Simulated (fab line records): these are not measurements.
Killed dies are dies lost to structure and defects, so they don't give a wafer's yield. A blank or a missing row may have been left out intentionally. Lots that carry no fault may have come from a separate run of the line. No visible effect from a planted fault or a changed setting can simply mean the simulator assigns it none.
Matching of chambers -- flow sky130 -- SKY_LI_CONTACT_CMP_02 on cmp-02: 4 sister chambers
The step polishes PSG. 8 wafers are shown with their chamber, then 12 later ones without.

== WAFERS, EACH WITH ITS CHAMBER ==
wafer,chamber,motor-current-A (A),time-to-endpoint-s (s)
L079.6,0,12.9,32.3
L080.6,1,11.7,31.8
L081.2,2,12.9,29.1
L081.4,1,12.1,26.9
L081.6,3,12.3,28.6
L084.2,2,14.5,29.8
L084.4,3,11.7,29.5
L084.5,0,12.4,36.2

== WAFERS MISSING THEIR CHAMBER ==
wafer,motor-current-A (A),time-to-endpoint-s (s)
L086.3,13.7,26.5
L086.4,11.9,29.6
L086.6,11.9,28.6
L089.2,14.1,30.0
L089.4,12.0,27.1
L089.6,13.4,27.9
L094.2,13.8,32.6
L094.4,12.0,30.5
L094.5,12.1,30.2
L096.3,12.2,31.4
L096.4,13.1,31.0
L096.6,12.6,35.0

== THE CHAMBER EACH PASSED THROUGH ==
wafer,from the rows above,in truth
L086.3,can't be placed: 2 or 3 or 1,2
L086.4,can't be placed: 1 or 3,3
L086.6,can't be placed: 3 or 1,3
L089.2,2,2
L089.4,can't be placed: 3 or 1 or 2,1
L089.6,can't be placed: 2 or 3 or 1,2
L094.2,can't be placed: 2 or 0 or 3 or 1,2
L094.4,can't be placed: 1 or 3 or 0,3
L094.5,can't be placed: 1 or 3 or 0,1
L096.3,can't be placed: 1 or 3 or 0 or 2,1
L096.4,can't be placed: 2 or 0 or 3 or 1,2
L096.6,0,0
Placed correctly: 2 of 12. From these rows, 10 cannot be placed; in 10 the true chamber is one of the candidates. Wrongly placed: 0.
How it was worked out, from the rows above alone: a wafer's distance from a chamber is the root of the sum, over the readings, of the square of ((its reading less the chamber's mean) divided by the reading's scatter). The wafer belongs to the nearest chamber; if the next one is less than 2 further off, it can't be placed. The mean given for a chamber averages the wafers shown for that chamber. How the scatter is found: for the shown wafers, subtract from each reading the mean of its chamber, square and add these, divide the total by (wafers less chambers), then take the root.
